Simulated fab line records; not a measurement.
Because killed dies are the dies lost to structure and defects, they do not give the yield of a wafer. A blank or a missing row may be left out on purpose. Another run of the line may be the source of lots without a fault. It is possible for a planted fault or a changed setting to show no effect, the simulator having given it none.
8D (eight disciplines) problem report, filled in by code | flow gf180mcu | the parts of the form that need people (team, actions taken, sign-off) are left out

## 1. THE PROBLEM
cathode_dc_power_W at GF_CONTACT_SPUTTER_22 reads a mean of 2372.8 W on 3 wafers of 2 lots; wafers without a fault read 2500.0 W with a standard deviation of 0.41. So: -99 or more standard deviations from the usual mean.
The step: material Ti, target thk 15 nm, time 80.02 s.
Seen first at day 20 23:43 on pvd_sputter-01, wafer L634.4. At this step, 18 wafers from 6 lots have a number in the record. Rule for "out" (also "out of limits"): further than 4 standard deviations from the usual mean. Any other wafer with a number is counted as sound.

## 2. WHAT THIS IS AND IS NOT
question                    | is                     | is not
which readings at this step | cathode_dc_power_W     | throttle_valve_pct
which lots                  | L634, L636             | L630, L633, L635, L642
which wafers of those lots  | L634.4, L634.6, L636.1 | L634.1, L636.3, L636.4
read on which tools         | pvd_sputter-01         | pvd_sputter-04
when                        | from day 20 23:43      | up to then (7 sound wafers); but 8 sound wafers of L635, L636, L642 came after

## 3. THE SUSPECTS, EACH WITH WHAT RULES IT OUT
Counting: any tool at a process step up to the reading remains a suspect provided it ran every lot that is out. Sound lots after the first of them don't rule it out here, since some wafers of a struck lot are sound.
- pvd_sputter-01 at GF_CONTACT_SPUTTER_22 (material Ti, target thk 15 nm, time 80.02 s): kept. Every lot that is out went through it, the first being L634 (day 20 23:43); the last sound lot it ran before that was L633 (day 20 06:37). Out on those wafers are its own readings of cathode_dc_power_W.
Remaining after the count: pvd_sputter-01 at GF_CONTACT_SPUTTER_22.

## 4. THE CAUSE (what the simulator had put in)
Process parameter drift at GF_CONTACT_SPUTTER_22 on pvd_sputter-01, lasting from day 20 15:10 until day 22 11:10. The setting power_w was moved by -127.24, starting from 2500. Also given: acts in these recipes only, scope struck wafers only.
This tool alone remained once counting was done.

## 5. THE EFFECT CHAIN, in route order
One row per reading whose mean, taken over the struck wafers that have a number, lies over 3 standard deviations from the usual. Scope: only readings with a usual standard deviation given in the record; hours: median across lots of the time from each lot's start at the first step in this table that gives one to its start at this step; sigmas: change in usual standard deviations.
hours | step                  | reading            | usual    | on struck wafers | change | sigmas
0     | GF_CONTACT_SPUTTER_22 | cathode_dc_power_W | 2500.0 W | 2372.8           | -127.2 | -99 or more
Its process steps:
- GF_CONTACT_SPUTTER_22: material Ti, target thk 15 nm, time 80.02 s.

## 6. HOW IT WOULD HAVE BEEN CAUGHT EARLIER
In this record no reading fell out of limits until day 20 23:43, 9 hours after the fault had begun at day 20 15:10.
